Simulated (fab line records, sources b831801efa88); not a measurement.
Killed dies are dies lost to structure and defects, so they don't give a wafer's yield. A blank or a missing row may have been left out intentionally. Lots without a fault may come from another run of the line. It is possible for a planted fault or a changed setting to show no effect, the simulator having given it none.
Split-lot experiment    flow gf180mcu    route with 602 steps; 5 lots, 23 wafers read

ON THE SPLIT
At GF_NSD_COAT_02 (resist thk 1000 nm), the setting resist_thk_nm was moved away from the recipe's 1000 nm on 7 of the 23 wafers read, by -4.3% to +3.4%. All remaining wafers had this setting at the recipe value.

The reading is taken at the split's own step.

THE READING
NOVOLAK_of_NSD_COAT_02.thk_nm (the simulator's own value, which no gauge read), in nm, at GF_NSD_COAT_02 (resist thk 1000 nm). The file gives no usual value for it. Across the 16 wafers here that went through the recipe, the average is 997.9 nm and the standard deviation 3.5 nm.

wafer   tool, chamber at the split  resist_thk_nm as run, nm  against the recipe  NOVOLAK_of_NSD_COAT_02.thk_nm, nm  against lot-mates on the recipe
L075.1  litho_track-02, 0           1000                      recipe              993.6                              -
L075.2  litho_track-02, 0           957.4                     -4.3%               952                                -43.2
L075.3  litho_track-02, 0           957.4                     -4.3%               955                                -40.2
L075.4  litho_track-02, 0           1000                      recipe              996.8                              -
L075.5  litho_track-02, 0           957.4                     -4.3%               956.4                              -38.8
L076.2  litho_track-02, 0           1000                      recipe              995                                -
L076.5  litho_track-02, 0           1000                      recipe              995                                -
L076.3  litho_track-02, 0           1000                      recipe              993.8                              -
L076.4  litho_track-02, 0           1000                      recipe              995.1                              -
L076.6  litho_track-02, 0           1000                      recipe              995.6                              -
L082.1  litho_track-03, 0           1000                      recipe              997.2                              -
L082.2  litho_track-03, 0           1000                      recipe              996.2                              -
L082.4  litho_track-03, 0           1015                      +1.5%               1013                               +15.5
L082.5  litho_track-03, 0           1000                      recipe              999                                -
L082.6  litho_track-03, 0           1015                      +1.5%               1008                               +10.5
L083.1  litho_track-04, 0           1000                      recipe              1000                               -
L083.2  litho_track-04, 0           1034                      +3.4%               1037                               +35.4
L083.3  litho_track-04, 0           1000                      recipe              999.9                              -
L083.4  litho_track-04, 0           1034                      +3.4%               1036                               +34.4
L083.6  litho_track-04, 0           1000                      recipe              1005                               -
L084.2  litho_track-04, 0           1000                      recipe              1003                               -
L084.3  litho_track-04, 0           1000                      recipe              997.3                              -
L084.5  litho_track-04, 0           1000                      recipe              1004                               -

THE FIT
A straight line over all 23 wafers: NOVOLAK_of_NSD_COAT_02.thk_nm changes by +10.4 nm for each +1% of resist_thk_nm; r = +0.99; the points scatter about the line by 3.5 nm.
The same after taking each lot's own level away (the mean of its wafers on the recipe; 23 wafers): +9.71 nm for each +1%; r = +0.99; scatter 2.1 nm.
The reading moves by 41 nm for the largest change in resist_thk_nm, on that fit.
From 994.90 to 1001.63 nm: that is the span of the lots' own levels, equal to 1.9 times the standard deviation above.
The two slopes agree, so the slope changes little with the lot-to-lot level.
Check: -40.6 nm against its lot-mates is what the line predicts for one of the wafers moved furthest among these (-4.3%) when that wafer is left out of the fit. Against them it came out at -43.2 nm.

THE OTHER SPLITS THESE WAFERS WENT THROUGH
Note: prior to the reading, these wafers also went through further splits. Each is held against what the fit with the lots' levels taken away leaves over:
other split on the same wafers       wafers away from the commonest value  r with NOVOLAK_of_NSD_COAT_02.thk_nm (lot level and that fit taken away)
GF_POLY_GATE_CVD_00 time_s           18                                    +0.07
GF_POLY_GATE_DEVELOP_09 dev_temp_c   5                                     -0.01
GF_POLY_GATE_OXIDATION_16 ox_time_s  18                                    -0.14
GF_HV_LDD_DEVELOP_06 develop_time_s  6                                     +0.10
GF_HV_LDD_DEVELOP_18 develop_time_s  6                                     -0.09
GF_HV_LDD_STRIP_22 o2_flow_sccm      11                                    -0.04
GF_HV_LDD_DEVELOP_45 dev_temp_c      7                                     +0.21
GF_HV_LDD_CVD_56 temp_c              15                                    +0.00

THE WHOLE CHAIN: every reading that the file lists as answering this split, in the file's order
step             what it does        reading                                                                         change (the file's fit)               r (the file's)
GF_NSD_COAT_02   resist thk 1000 nm  NOVOLAK_of_NSD_COAT_02.thk_nm (the simulator's own value, which no gauge read)  +9.76 nm for each +1% of the setting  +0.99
GF_NSD_STRIP_11  strips in O2/N2     strip_time_to_endpoint_s                                                        withheld for each +1% of the setting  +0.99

FILE'S OWN FIT
NOVOLAK_of_NSD_COAT_02.thk_nm changes by +9.76 nm for each +1% of resist_thk_nm, r = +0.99.
